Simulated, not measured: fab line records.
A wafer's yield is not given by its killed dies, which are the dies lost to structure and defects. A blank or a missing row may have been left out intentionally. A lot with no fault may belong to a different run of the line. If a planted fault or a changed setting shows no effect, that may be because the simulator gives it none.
8D (eight disciplines) problem report, filled in by code || flow gf180mcu || the parts of the form that need people (team, actions taken, sign-off) are left out

1. THE PROBLEM
MVSD_TW at GF_MVSD_TW_MEAS_11 reads a mean of 39 on 3 wafers of 1 lot; wafers without a fault read 1579 with a standard deviation of 29. That is -53 standard deviations from the usual mean.
The first sign was on wafer L260.2 at day 7 21:14, on film-metro-03. Wafers with a number at this step in the record: 39, from 13 lots. The rule behind "out" and "out of limits": a value lying over 4 standard deviations away from the usual mean. The other wafers with a number count as sound.

2. WHAT IT IS, AND WHAT IT ISN'T
{"question": "which readings at this step", "is": "MVSD_TW", "is not": "-"}
{"question": "which lots", "is": "L260", "is not": "L246, L247, L249, L250, L251, L252, L253, L254, L256, L257, L262, L269"}
{"question": "which wafers of those lots", "is": "all that have a number", "is not": "-"}
{"question": "read on which gauges", "is": "film-metro-03", "is not": "film-metro-01, film-metro-04"}
{"question": "when", "is": "from day 7 21:14", "is not": "up to then (30 sound wafers); but 6 sound wafers of L262, L269 came after"}

3. WHAT RULES OUT EACH SUSPECT
Counting: a tool at a process step up to the reading stays a suspect if it ran every lot that is out and no sound lot after the first of them.
- ruled out: the gauge at GF_MVSD_TW_MEAS_11. All the wafers that are out were read on film-metro-03, but those of them that GF_LVPWELL_STRIP_10 has rows for are out there too, on other tools.
- rie-si-02 at GF_STI_ETCH_14 (etches Si in HBr/Cl2/O2, target depth 360 nm, time 102.9 s): ruled out as a lasting fault. After its first lot that is out, L260 (day 5 01:12), sound lots L262, L269 ran on it.
- plasma-asher-01 at GF_DNWELL_STRIP_08 (strips in O2/N2): kept. It ran the lot that is out, L260 (day 5 23:14), and no sound lot after that; its last sound lot up to then is L250 (day 3 15:15).
- plasma-asher-03 at GF_LVPWELL_STRIP_10 (strips in O2/N2): kept. It ran the lot that is out, L260 (day 7 05:05), and no sound lot after that; its last sound lot up to then is L251 (day 5 00:17). On those wafers its own readings are out: oes-product-au.
- plasma-asher-04 at GF_MVSD_STRIP_10 (strips in O2/N2): ruled out as a lasting fault. After its first lot that is out, L260 (day 7 21:08), sound lots L262 ran on it.
Left after counting: plasma-asher-01 at GF_DNWELL_STRIP_08, plasma-asher-03 at GF_LVPWELL_STRIP_10.

4. THE CAUSE (what the simulator had put in)
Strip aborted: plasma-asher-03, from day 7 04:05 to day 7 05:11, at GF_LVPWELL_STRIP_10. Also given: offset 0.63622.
2 suspects survive the count, and this tool is in that group.

5. THE CHAIN OF EFFECTS, in route order
Rows list readings where the struck wafers' mean (over those with a number) sits beyond 3 standard deviations from the usual. Scope: only readings with a usual standard deviation given in the record; hours: median across lots of the time from each lot's start at the first step in this table that gives one to its start at this step; sigmas: change in usual standard deviations.
{"hours": 0, "step": "GF_LVPWELL_STRIP_10", "reading": "oes-product-au", "usual": "0.722 a.u.", "on struck wafers": 0.947, "change": "+0.225", "sigmas": "+50"}
{"hours": 16, "step": "GF_MVSD_STRIP_10", "reading": "strip-time-to-endpoint-s", "usual": "36.93 s", "on struck wafers": 53.48, "change": "+16.55", "sigmas": "+99 or more"}
{"hours": 16, "step": "GF_MVSD_TW_MEAS_11", "reading": "MVSD_TW", "usual": 1579, "on struck wafers": 39, "change": -1540, "sigmas": -53}
Process steps it contains:
- GF_LVPWELL_STRIP_10: strips in O2/N2.
- GF_MVSD_STRIP_10: strips in O2/N2.
Readings that are blank on the struck wafers while sound wafers have them: strip-time-to-endpoint-s at GF_LVPWELL_STRIP_10.
Later steps that measure or inspect, where all struck wafers having a row at the step show a number for every such reading and not one has moved that far: GF_VT_IMPLANT_TW_MEAS_10.

6. HOW IT WOULD HAVE BEEN CAUGHT EARLIER
The first out-of-limits reading at a measuring or inspecting step in this record came at day 7 21:14, 17 hours after the fault's start at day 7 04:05.
At GF_LVPWELL_STRIP_10, the tool's own readings (oes-product-au) were out on each struck wafer the step has a row for, so an alarm limit on them would have fired on the first such wafer.
The start of GF_LVPWELL_STRIP_10 on plasma-asher-03 came by day 7 21:14 for every one of the lots that are out (1). Holding the tool at that point would not have protected any of them.
